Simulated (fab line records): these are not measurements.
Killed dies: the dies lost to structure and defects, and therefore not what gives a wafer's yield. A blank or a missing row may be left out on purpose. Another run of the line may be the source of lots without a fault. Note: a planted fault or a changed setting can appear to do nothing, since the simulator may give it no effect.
A struck lot beside a sound one | flow gf180mcu | 15 out of 602 route steps
Sound: the wafers L595.3, L595.4, L595.6. Wafers L603.2, L603.3, L603.6 were the ones struck. The cause is given at the end.
At each step with rows: each side's tool, then ch and its chambers, then its first start. Under that, the readings that differ: sound wafers | struck wafers | difference of the means | sigmas: that difference in standard deviations of wafers without a fault.
alike: same words and numbers on both sides, and readings whose means sit less than 2 such deviations apart. not compared: any withheld reading, any reading some wafer has no value for, any bound like >300 that may hide the same value, and any number with overlapping values for which the record gives no deviation.
The two part at a step that has a row with sigmas, a row that says differs or no value, or rows on one side only. When numbers do not overlap yet have no deviation, they are printed without sigmas and do not part them. A reading that every wafer of one side lacks parts them only if that side has two wafers or more.

first, 1 step without rows for these wafers: GF_TOP_METAL_CLEAN_19 (cleans in DIW).
GF_PASSIVATION_CVD_00: deposits SiO2 from TEOS, target thk 1000 nm, time 111.95 s.
  sound on pecvd-04 ch 0,2, day 27 23:03; struck on pecvd-03 ch 0,1,2, day 30 15:58
  alike: heaterPowerW
GF_PASSIVATION_THK_MEAS_01:
  struck on filmMetro-03, day 30 16:03; sound on filmMetro-01, day 27 23:09
  alike: PASSIVATION_CVD_00_THK
GF_PASSIVATION_CVD_02: deposits Si3N4, target thk 700 nm, time 486.18 s.
  sound on pecvd-01 ch 0,1,2, day 27 23:11; struck on pecvd-04 ch 0,1,2, day 30 16:06
  alike: heaterPowerW
GF_PASSIVATION_THK_MEAS_03:
  struck on filmMetro-01, day 30 16:24; sound on filmMetro-03, day 27 23:30
  alike: PASSIVATION_CVD_02_THK
then, 7 steps without rows for these wafers: GF_PASSIVATION_DEHYDRATE_04 (time 60 s); GF_PASSIVATION_HMDS_05 (prime time 60 s); GF_PASSIVATION_COAT_06 (resist thk 4000 nm); GF_PASSIVATION_SOFTBAKE_07; GF_PASSIVATION_EXPOSE_08 (exposes mask Pad, target cd 40000 nm); GF_PASSIVATION_PEB_09; GF_PASSIVATION_DEVELOP_10 (develop time 60 s).
GF_PASSIVATION_ETCH_11: etches the open film in CF4/O2, stops on TiN, target depth 1800 nm, time 400 s.
  sound on rieDiel-03 ch 0,1,3, day 28 18:56; struck on rieDiel-03 ch 0,3, day 31 09:47
  no value came back on the struck wafers for any of 5 readings (O2_flow_sccm (sccm), biasW (W) and others); on the sound wafers O2_flow_sccm (sccm) reads 10.00 10.01 10.00
reading                                      | sound          | struck         | difference | sigmas
model.coat_of_PASSIVATION_COAT_06.thkNm (nm) | 2786 2795 2794 | 3980 3990 4001 | +1199      | 
  not compared: rfHoursCounterH
GF_PASSIVATION_STRIP_12: strips in O2/N2.
  sound on plasmaAsher-02 ch 0,1, day 28 19:13; struck on plasmaAsher-04 ch 0,1, day 31 10:01
reading                  | sound             | struck            | difference | sigmas
stripTimeToEndpointS (s) | 34.63 34.71 34.72 | 48.06 48.16 48.30 | +13.49     | +71
  alike: drypumpMotorCurrentA, heaterPowerW, oesProductAu
  not compared: rfHoursCounterH
then, 1 step without rows for these wafers: GF_PASSIVATION_ANNEAL_13 (time 1800 s).

## WHERE THEY PART
Last at GF_PASSIVATION_STRIP_12 as far as this record goes, first at GF_PASSIVATION_ETCH_11.

WHY: the cause the simulator had injected
Whole step skipped at GF_PASSIVATION_ETCH_11 on rieDiel-03, starting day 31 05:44. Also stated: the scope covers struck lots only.
